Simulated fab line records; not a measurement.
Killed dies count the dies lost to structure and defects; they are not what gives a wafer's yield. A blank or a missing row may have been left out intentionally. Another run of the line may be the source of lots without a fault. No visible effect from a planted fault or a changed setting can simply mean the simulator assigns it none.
A struck lot beside a sound one :: flow sky130 :: 43 steps out of a route of 708
Sound: wafers L724.1, L724.4, L724.5. Struck: wafer L742.1 (L742.2, L742.4, from the same lot, were not struck and are left out); the cause is given at the end.
At each step with rows: each side's tool, then ch and its chambers, then its first start. Under that, the readings that differ: sound wafers :: struck wafers :: difference of the means :: sigmas: that difference in standard deviations of wafers without a fault.
alike: words and numbers the same on both sides, and readings whose means are apart by under 2 such deviations; not compared: readings that were withheld, readings missing a value for some wafer, numbers with overlapping values and no deviation given by the record, and bounds like >300 which may hide the same value.
The two part at a step that has a row with sigmas, a row that says differs or no value, or rows on one side only. Non-overlapping numbers with no deviation appear without sigmas and do not part them. Lack of a reading on every wafer of one side parts them only where that side has two or more wafers.

first, 3 steps without rows for these wafers: SKY_VIA3_CLEAN_18 (cleans in IPA, time 180 s); SKY_VIA3_CLEAN_19 (cleans in O3/DIW); SKY_VIA3_SPUTTER_20 (material TiN, target thk 20 nm, time 80 s).
SKY_VIA3_CVD_21: deposits W, target thk 390 nm, time 117.31 s.
  sound on cvdW-01 ch 0,1, day 40 01:26; struck on cvdW-02 ch 1, day 45 02:48
  alike: heaterPowerW
SKY_VIA3_RS_MEAS_22: measurement is done with a four-point probe.
  sound on filmMetro-02 at day 40 01:33; struck on filmMetro-02 at day 45 03:02
  alike: VIA3_W_RS
SKY_VIA3_THK_MEAS_23: measures by xrf.
  sound on filmMetro-02 at day 40 01:40; struck on filmMetro-02 at day 45 03:10
  alike: VIA3_W_THK
SKY_VIA3_CMP_24: polishes, stops on SiO2, t overpolish 20 s, target thk 0 nm.
  sound on cmp-02 ch 1,3, day 40 01:44; struck on cmp-02 ch 0, day 45 03:13
  alike: motorCurrentA, overpolishRunS, timeToEndpointS
then, 2 steps without rows for these wafers: SKY_METAL4_SPUTTER_00 (material Ti, target thk 15 nm, time 10 s); SKY_METAL4_SPUTTER_01 (material TiN, target thk 20 nm, time 16.7 s).
SKY_METAL4_SPUTTER_02: material AlCu, target thk 735 nm, time 39.1 s.
  sound on pvdSputter-04 at day 40 02:05; struck on pvdSputter-04 at day 45 03:34
  alike: chamberPressurePa, throttleValvePct
then, 1 step without rows for these wafers: SKY_METAL4_SPUTTER_03 (material Ti, target thk 5 nm, time 3.3 s).
SKY_METAL4_SPUTTER_04: material TiN, target thk 70 nm, time 58.3 s.
  sound on pvdSputter-04 at day 40 02:08; struck on pvdSputter-04 at day 45 03:38
  alike: chamberPressurePa, throttleValvePct
SKY_CAP2M_CVD_00: deposits SiO2, target thk 15.5 nm.
  sound on pecvd-02 ch 0,2, day 40 02:11; struck on pecvd-02 ch 0, day 45 03:41
  alike: heaterPowerW
SKY_CAP2M_THK_MEAS_01:
  sound on filmMetro-03 at day 40 02:13; struck on filmMetro-02 at day 45 03:42
  alike: CAP2M_CVD_00_THK
then, 1 step without rows for these wafers: SKY_CAP2M_SPUTTER_02 (material TiN, target thk 200 nm, time 166.7 s).
SKY_CAP2M_RS_MEAS_03: measurement is done with a four-point probe.
  sound on filmMetro-02 at day 40 02:23; struck on filmMetro-03 at day 45 03:52
  alike: CAP2M_TIN_RS
SKY_CAP2M_THK_MEAS_04: measures by xrf.
  sound on filmMetro-02 at day 40 02:30; struck on filmMetro-03 at day 45 03:59
  alike: CAP2M_TIN_THK
then, 7 steps without rows for these wafers: SKY_CAP2M_DEHYDRATE_05 (time 60 s); SKY_CAP2M_HMDS_06 (prime time 60 s); SKY_CAP2M_COAT_07 (resist thk 1140 nm); SKY_CAP2M_SOFTBAKE_08 (time 60 s); SKY_CAP2M_EXPOSE_09 (exposes mask CAP2M, target cd 1000 nm); SKY_CAP2M_PEB_10; SKY_CAP2M_DEVELOP_11 (develop time 60 s).
SKY_CAP2M_OVL_MEAS_12:
  sound on overlay-02 at day 41 02:11; struck on overlay-01 at day 46 01:26
  alike: CAP2M_OVL
then, 1 step without rows for these wafers: SKY_CAP2M_METAL_ETCH_13 (etches TiN in Cl2/BCl3, stops on SiO2, target depth 220 nm, time 61.56 s).
SKY_CAP2M_STRIP_14: strips in O2/N2.
  sound on plasmaAsher-03 ch 0,1, day 41 02:19; struck on plasmaAsher-04 ch 1, day 46 01:33
  alike: drypumpMotorCurrentA, n2FlowSccm, oesProductAu, stripTimeToEndpointS
  not compared: rfHoursCounterH
then, 11 steps without rows for these wafers: SKY_CAP2M_STRIP_15 (strips in post etch residue remover, time 1200 s); SKY_CAP2M_CLEAN_16 (cleans in IPA, time 180 s); SKY_CAP2M_CLEAN_17 (cleans in O3/DIW); SKY_METAL4_DEHYDRATE_05 (time 60 s); SKY_METAL4_HMDS_06 (prime time 60 s); SKY_METAL4_COAT_07 (resist thk 60 nm); SKY_METAL4_COAT_08 (resist thk 1140 nm); SKY_METAL4_SOFTBAKE_09 (time 90 s); SKY_METAL4_EXPOSE_10 (exposes mask MM4, target cd 300 nm); SKY_METAL4_PEB_11; SKY_METAL4_DEVELOP_12 (develop time 60 s).
SKY_METAL4_CD_MEAS_13: target cd 300 nm.
  sound on cdSem-01 at day 42 02:23; struck on cdSem-01 at day 46 22:32
  alike: cdNm
SKY_METAL4_OVL_MEAS_14:
  sound on overlay-01 at day 42 02:31; struck on overlay-01 at day 46 22:39
  alike: METAL4_OVL
then, 2 steps without rows for these wafers: SKY_METAL4_DESCUM_15 (chemistry O2, time 8 s); SKY_METAL4_ETCH_16 (etches BARC in N2/H2, stops on SiO2, time 88.2 s, target depth 60 nm).
-- the record jumps here: 3 days lie between the struck wafers' starts before and after (it left off in module METAL4 and takes up again in module PAD_OPEN, whose first step shown is number 708 of the route) --
SKY_PAD_OPEN_PROBE_99:
  sound on prober-02 at day 46 01:50; struck on prober-01 at day 50 05:39
reading: killedAtOther
sound: 0 0 0
struck: 16
difference: +16
sigmas: +24

reading: killedOnRim
sound: 11 18 16
struck: 24
difference: +9
sigmas: +2
  alike: defectLimitedYield, killed_at_M0_to_M3, killed_at_M4_up, killedAtContacts, killedAtFrontEnd, killedDies, killedOpen, killedShort, sort_bin_3_pad_short, sort_bin_5_function, sort_bin_6_memory, sortNPass, sortYieldPct

WHERE THEY PART
Within this record, at SKY_PAD_OPEN_PROBE_99 only.

WHY: whatever the simulator had introduced
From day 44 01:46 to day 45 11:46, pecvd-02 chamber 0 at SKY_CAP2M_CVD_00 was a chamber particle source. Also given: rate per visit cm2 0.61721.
